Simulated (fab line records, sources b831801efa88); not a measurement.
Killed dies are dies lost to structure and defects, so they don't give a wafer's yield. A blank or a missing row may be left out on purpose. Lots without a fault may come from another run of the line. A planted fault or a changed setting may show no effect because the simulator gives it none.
One fault seen from 2 desks | flow sky130 | each desk has only its own numbers; what lay behind them comes last

THE TOOL OWNER'S DESK: plasma_asher-01
The tool's own readings at SKY_CAP2M_STRIP_14 (strips in O2/N2): means of the sampled wafers that have a number, for each lot that ran on this tool. A lot is out of limits, marked OUT, if its mean lies more than 4 standard deviations from the usual mean; the brackets give that distance.
Columns: A = drypump_motor_current_A at SKY_CAP2M_STRIP_14, usual 5.58 A; B = o2_flow_sccm at SKY_CAP2M_STRIP_14, usual 3000 sccm; C = oes_product_au at SKY_CAP2M_STRIP_14, usual 0.710 a.u.; D = strip_time_to_endpoint_s at SKY_CAP2M_STRIP_14, usual 12.66 s
lot  | first seen here | A    | B              | C     | D
L922 | day 41 09:11    | 5.57 | 3000           | 0.708 | 12.64
L923 | day 42 00:05    | 5.58 | 3000           | 0.710 | 12.73
L926 | day 42 13:05    | 5.55 | 2991           | 0.705 | 12.66
L930 | day 43 18:14    | 5.66 | 2990           | 0.709 | 12.64
L929 | day 43 22:38    | 5.66 | 3010           | 0.711 | 12.66
L932 | day 44 07:23    | 5.58 | 2806 (-21) OUT | 0.706 | 12.72
L935 | day 45 04:02    | 5.67 | 2605 (-43) OUT | 0.708 | 12.75
This desk's finding: out of limits on L932, L935; first on L932, day 44 07:23 (o2_flow_sccm at SKY_CAP2M_STRIP_14). In limits: L922, L923, L926, L930, L929.

THE METROLOGY DESK
What the gauges read, lot by lot, whatever tool the lot ran on: means of the sampled wafers that have a number. A lot is out of limits, marked OUT, if its mean lies more than 4 standard deviations from the usual mean; the brackets give that distance.
Columns: A = CAP2M_OVL at SKY_CAP2M_OVL_MEAS_12, usual 0.9 nm
lot  | first seen here | A
L921 | day 41 01:18    | 0.2
L922 | day 41 09:04    | -0.7
L923 | day 41 23:58    | 0.6
L926 | day 42 12:58    | 1.0
L927 | day 42 22:46    | 1.7
L930 | day 43 18:07    | -0.4
L929 | day 43 22:32    | 3.1
L932 | day 44 07:17    | 1.6
L935 | day 45 03:55    | -0.6
L937 | day 45 16:56    | 1.3
L942 | day 46 23:40    | 1.4
L943 | day 47 06:02    | 2.5
This desk's finding: nothing out of limits on any of the 12 lots.

PUT TOGETHER
The tool owner's desk could have raised an alarm at day 44 07:23, on L932, L935.
The metrology desk saw nothing out of limits.
The metrology desk has L932, L935 on record, within its limits.
Of the lots named, all ran SKY_CAP2M_STRIP_14 on plasma_asher-01.

WHAT THE SIMULATOR HAD PUT IN
Process parameter drift: plasma_asher-01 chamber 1, from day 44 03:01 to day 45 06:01, at SKY_CAP2M_STRIP_14. Setting o2_flow_sccm, moved by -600, from 3000. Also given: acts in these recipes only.
Lots struck among those shown: L932, L935.
Hours from the fault's start to each desk's first reading out of limits: the tool owner's desk, 4.
